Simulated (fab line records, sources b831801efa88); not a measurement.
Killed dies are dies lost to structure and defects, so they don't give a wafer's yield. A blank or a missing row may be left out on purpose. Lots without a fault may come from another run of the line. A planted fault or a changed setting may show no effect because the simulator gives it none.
Which tool did it? | flow gf180mcu | 12 lots, 36 wafers sampled, at 1 step of a route of 602

WHAT THE GAUGES READ, wafer by wafer
GF_V2_RS_MEAS_24: measures by four-point-probe.
lot  | measured     | on            | V2_W_RS (ohm/sq)
L075 | day 21 03:10 | film_metro-01 | 0.334 0.320 0.317
L077 | day 22 04:33 | film_metro-02 | 0.333 0.331 0.320
L079 | day 22 10:25 | film_metro-04 | 0.328 0.324 0.319
L082 | day 23 07:55 | film_metro-01 | 0.326 0.326 0.324
L084 | day 24 03:16 | film_metro-02 | 0.328 0.321 0.317
L085 | day 24 12:37 | film_metro-04 | 0.334 0.330 0.321
L087 | day 25 00:23 | film_metro-01 | 0.326 0.339 0.326
L089 | day 25 17:10 | film_metro-04 | 0.329 0.329 0.321
L091 | day 26 10:50 | film_metro-04 | 0.316 0.317 0.322
L093 | day 26 22:52 | film_metro-04 | 0.327 0.323 0.327
L095 | day 27 06:27 | film_metro-04 | 0.334 0.327 0.317
L097 | day 27 11:31 | film_metro-02 | 0.326 0.322 0.321

WHICH TOOL RAN EACH LOT (tool, then ch and the chambers of the sampled wafers, then the start)
The record holds no process step before these readings.

THE ANSWER, worked out from the rows above alone
Rule: what is usual is taken from the lots themselves. Put in order of their means at a reading, lots are off if they are a third of the lots or fewer, leave a main group of 4 or more, and stand apart from it by a gap of 3 or more times the standard deviation of the main group's means; of several such gaps the widest counts. A main group whose means are all the same, to the digits that the tables above print for the reading, isn't used. A lot without any number at a reading at which 4 lots or more have one is off too. The other lots that the step has rows for count as sound.
No lot is off at any reading shown: from this, nothing can be told.

WHAT THE SIMULATOR HAD PUT IN
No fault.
